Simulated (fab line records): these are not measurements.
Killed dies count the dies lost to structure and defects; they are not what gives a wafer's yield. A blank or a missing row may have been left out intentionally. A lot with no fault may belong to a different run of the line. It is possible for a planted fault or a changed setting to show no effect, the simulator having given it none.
Which tool did it?    flow gf180mcu    route of 602 steps, sampled at 1 step: 14 lots, 42 wafers

## WHAT EACH GAUGE READ, for each wafer
GF_VT_IMPLANT_RS_MEAS_48: measurement is done with a four-point probe. Usual: LVPWELL_RS 1196 ohm/sq, standard deviation 3.1.
lot   measured      on            LVPWELL_RS (ohm/sq)  flag
L132  day 7 15:46   filmMetro-04  1193 1189 1189       
L134  day 8 04:10   filmMetro-03  1195 1196 1192       
L138  day 9 03:55   filmMetro-03  1200 1195 1197       
L139  day 9 12:13   filmMetro-03  1201 1199 1198       
L140  day 9 17:35   filmMetro-01  1196 1197 1195       
L142  day 10 09:32  filmMetro-03  1194 1198 1197       
L143  day 10 15:08  filmMetro-04  1203 1204 1198       
L144  day 10 18:33  filmMetro-04  1197 1198 1201       
L149  day 12 08:10  filmMetro-04  1195 1196 1195       
L151  day 12 19:19  filmMetro-04  1194 1195 1196       
L152  day 13 06:43  filmMetro-03  1196 1196 1196       
L153  day 13 12:05  filmMetro-01  1195 1195 1193       
L154  day 13 20:19  filmMetro-03  1198 1199 1196       
L155  day 13 22:14  filmMetro-03  1195 1193 1193       

## WHICH TOOL RAN EACH LOT (tool, then ch and the chambers of the sampled wafers, then the start)
No process step before these readings appears in the record.

## WHAT THE TOOLS THEMSELVES READ (means of the sampled wafers that have a number; where no wafer has one, the mark that the record gives instead)
The record holds no such reading with a usual standard deviation.

## THE ANSWER, worked out from the rows above alone
Rule: lot off if the mean of its wafers having a number is beyond 3 standard deviations from the usual mean. A lot without any number at a reading at which 4 lots or more have one is off too. The other lots that the step has rows for count as sound. The gauges are gone through in route order, then the tools' own readings, and for those a lot's mean is taken as printed above. The first step at which some lot is off is used, and at that step the reading that is off furthest; a lot without a number counts as furthest.
No lot is off at any reading shown: from this, nothing can be told.

## WHAT WAS PUT IN BY THE SIMULATOR
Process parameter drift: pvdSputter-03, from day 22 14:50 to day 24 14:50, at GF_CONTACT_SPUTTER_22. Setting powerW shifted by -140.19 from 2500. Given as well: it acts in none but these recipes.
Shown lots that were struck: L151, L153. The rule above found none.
